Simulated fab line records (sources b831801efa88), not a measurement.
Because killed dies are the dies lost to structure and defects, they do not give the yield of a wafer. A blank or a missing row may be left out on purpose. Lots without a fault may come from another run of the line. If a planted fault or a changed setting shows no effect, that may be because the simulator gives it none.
Comparing a struck lot with a sound one + flow sky130 + 44 steps out of a route of 708
Sound: the wafers L528.1, L528.2, L528.4. The struck wafers were L537.3, L537.4, L537.6. At the end, the cause is stated.
For every step that has rows: the tool of each side, followed by ch and its chambers, followed by its first start. Under that, the readings that differ: sound wafers + struck wafers + difference of the means + sigmas: that difference in standard deviations of wafers without a fault.
alike: readings whose means differ by less than 2 such deviations, and words and numbers that are the same on both sides. not compared: withheld readings, readings that some wafer has no value for, bounds like >300 that may hide the same value, and numbers for which the record gives no deviation and whose values overlap.
A row with sigmas, a row that says differs or no value, or rows on one side alone: a step with any of these is where the two part. When numbers do not overlap yet have no deviation, they are printed without sigmas and do not part them. A reading that every wafer of one side lacks parts them only if that side has two wafers or more.

first, 2 steps without rows for these wafers: SKY_DNWELL_DEVELOP_06 (develop time 60 s); SKY_DNWELL_IMPLANT_07.
SKY_DNWELL_STRIP_08: strips in O2/N2.
  sound on plasma asher-01 ch 0,1, day 3 06:18; struck on plasma asher-02 ch 0,1, day 5 05:01
  alike: drypump motor current A, oes product au, strip time to endpoint s
  not compared: rf hours counter h
SKY_DNWELL_TW_MEAS_09:
  sound: film metro-04 at day 3 06:24; struck: film metro-04 at day 5 05:05
  alike: DNWELL_TW
then, 7 steps without rows for these wafers: SKY_PWDE_DEHYDRATE_00 (time 60 s); SKY_PWDE_HMDS_01 (prime time 60 s); SKY_PWDE_COAT_02 (resist thk 3000 nm); SKY_PWDE_SOFTBAKE_03; SKY_PWDE_EXPOSE_04 (exposes mask PWDEM, target cd 840 nm); SKY_PWDE_PEB_05; SKY_PWDE_DEVELOP_06 (develop time 60 s).
SKY_PWDE_OVL_MEAS_07:
  sound: overlay-01 at day 3 22:37; struck: overlay-01 at day 5 23:13
  alike: PWDE_OVL
SKY_PWDE_IMPLANT_08:
  sound on implanter-04 ch 0, day 3 22:40; struck on implanter-04 ch 0, day 5 23:18
| reading       | sound                         | struck                        | difference | sigmas |
|---------------|-------------------------------|-------------------------------|------------|--------|
| dose ions cm2 | 3.603e+12 3.603e+12 3.599e+12 | 3.837e+12 3.833e+12 3.836e+12 | +2.337e+11 | +52    |
  alike: beam energy keV
SKY_PWDE_STRIP_09: strips in O2/N2.
  sound on plasma asher-01 ch 0,1, day 3 22:49; struck on plasma asher-02 ch 0,1, day 5 23:26
| reading                      | sound             | struck            | difference | sigmas |
|------------------------------|-------------------|-------------------|------------|--------|
| strip time to endpoint s (s) | 36.81 36.71 36.85 | 37.08 37.16 37.03 | +0.30      | +2     |
  alike: drypump motor current A, oes product au
  not compared: rf hours counter h
SKY_PWDE_TW_MEAS_10:
  sound: film metro-04 at day 3 22:55; struck: film metro-01 at day 5 23:31
| reading | sound             | struck            | difference | sigmas |
|---------|-------------------|-------------------|------------|--------|
| PWDE_TW | 377.1 376.3 376.6 | 383.8 383.4 385.2 | +7.5       | +4     |
then, 7 steps without rows for these wafers: SKY_NWELL_DEHYDRATE_03 (time 60 s); SKY_NWELL_HMDS_04 (prime time 60 s); SKY_NWELL_COAT_05 (resist thk 3000 nm); SKY_NWELL_SOFTBAKE_06; SKY_NWELL_EXPOSE_07 (exposes mask NWM, target cd 840 nm); SKY_NWELL_PEB_08; SKY_NWELL_DEVELOP_09 (develop time 60 s).
SKY_NWELL_OVL_MEAS_10:
  sound: overlay-02 at day 4 15:19; struck: overlay-02 at day 6 17:48
  alike: NWELL_00_OVL
then, 3 steps without rows for these wafers: SKY_NWELL_IMPLANT_11; SKY_NWELL_IMPLANT_12; SKY_NWELL_IMPLANT_13.
SKY_NWELL_STRIP_14: strips in O2/N2.
  sound on plasma asher-02 ch 0,1, day 4 15:48; struck on plasma asher-02 ch 0,1, day 6 18:18
  alike: drypump motor current A, oes product au, strip time to endpoint s
  not compared: rf hours counter h
SKY_NWELL_TW_MEAS_15:
  sound: film metro-03 at day 4 15:54; struck: film metro-01 at day 6 18:23
  alike: NWELL_TW
then, 7 steps without rows for these wafers: SKY_NWELL_DEHYDRATE_16 (time 60 s); SKY_NWELL_HMDS_17 (prime time 60 s); SKY_NWELL_COAT_18 (resist thk 3000 nm); SKY_NWELL_SOFTBAKE_19; SKY_NWELL_EXPOSE_20 (exposes mask NWM COMPLEMENT, target cd 840 nm); SKY_NWELL_PEB_21; SKY_NWELL_DEVELOP_22 (develop time 60 s).
SKY_NWELL_OVL_MEAS_23:
  sound: overlay-01 at day 5 09:12; struck: overlay-01 at day 7 14:10
  alike: NWELL_01_OVL
next, for these wafers, 1 step has no rows: SKY_NWELL_IMPLANT_24.
SKY_NWELL_STRIP_25: strips in O2/N2.
  sound on plasma asher-02 ch 0,1, day 5 09:23; struck on plasma asher-04 ch 0,1, day 7 14:22
  alike: drypump motor current A, oes product au, strip time to endpoint s
  not compared: rf hours counter h
SKY_NWELL_TW_MEAS_26:
  sound: film metro-01 at day 5 09:29; struck: film metro-04 at day 7 14:28
  alike: NWELL_2_TW
then, 1 step without rows for these wafers: SKY_NWELL_CLEAN_27 (cleans in SC1/SC2, time 150 s).
SKY_NWELL_RTA_28: time 30 s.
  sound on rtp anneal-01 ch 0, day 5 09:36; struck on rtp anneal-02 ch 0, day 7 14:35
  alike: chamber o2 ppm, lamp power pct, wafer_temp_C_max
SKY_NWELL_RS_MEAS_29: measurement is done with a four-point probe.
  sound: film metro-01 at day 5 09:48; struck: film metro-03 at day 7 14:41
  alike: NWELL_RS
SKY_NWELL_RS_MEAS_31: measurement is done with a four-point probe.
  sound: film metro-01 at day 5 10:02; struck: film metro-03 at day 7 14:56
| reading          | sound          | struck         | difference | sigmas |
|------------------|----------------|----------------|------------|--------|
| PWDE_RS (ohm/sq) | 5293 5287 5275 | 5032 5025 5037 | -254       | -13    |
-- the record jumps here: 41 days lie between the struck wafers' starts before and after (it left off in module NWELL and takes up again in module PAD_OPEN, whose first step shown is number 708 of the route) --
SKY_PAD_OPEN_PROBE_99:
  sound: prober-01 at day 45 14:50; struck: prober-02 at day 48 17:23
| reading                                   | sound          | struck         | difference | sigmas |
|-------------------------------------------|----------------|----------------|------------|--------|
| model.etest.res pwde under gate.rs ohm sq | 6347 6312 6306 | 5883 5869 5854 | -453       |        |
  alike: killed_at_M0_to_M3, killed_at_M4_up, killed at contacts, killed at front end, killed at other, killed dies, killed on rim, killed open, killed short

WHERE THEY PART
Earliest at SKY_PWDE_IMPLANT_08; latest, in this record, at SKY_NWELL_RS_MEAS_31. Later steps at which nothing parts them and some readings are alike: SKY_PAD_OPEN_PROBE_99.

WHY: what the simulator had put in
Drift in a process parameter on implanter-04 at SKY_PWDE_IMPLANT_08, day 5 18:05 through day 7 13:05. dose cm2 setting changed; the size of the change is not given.
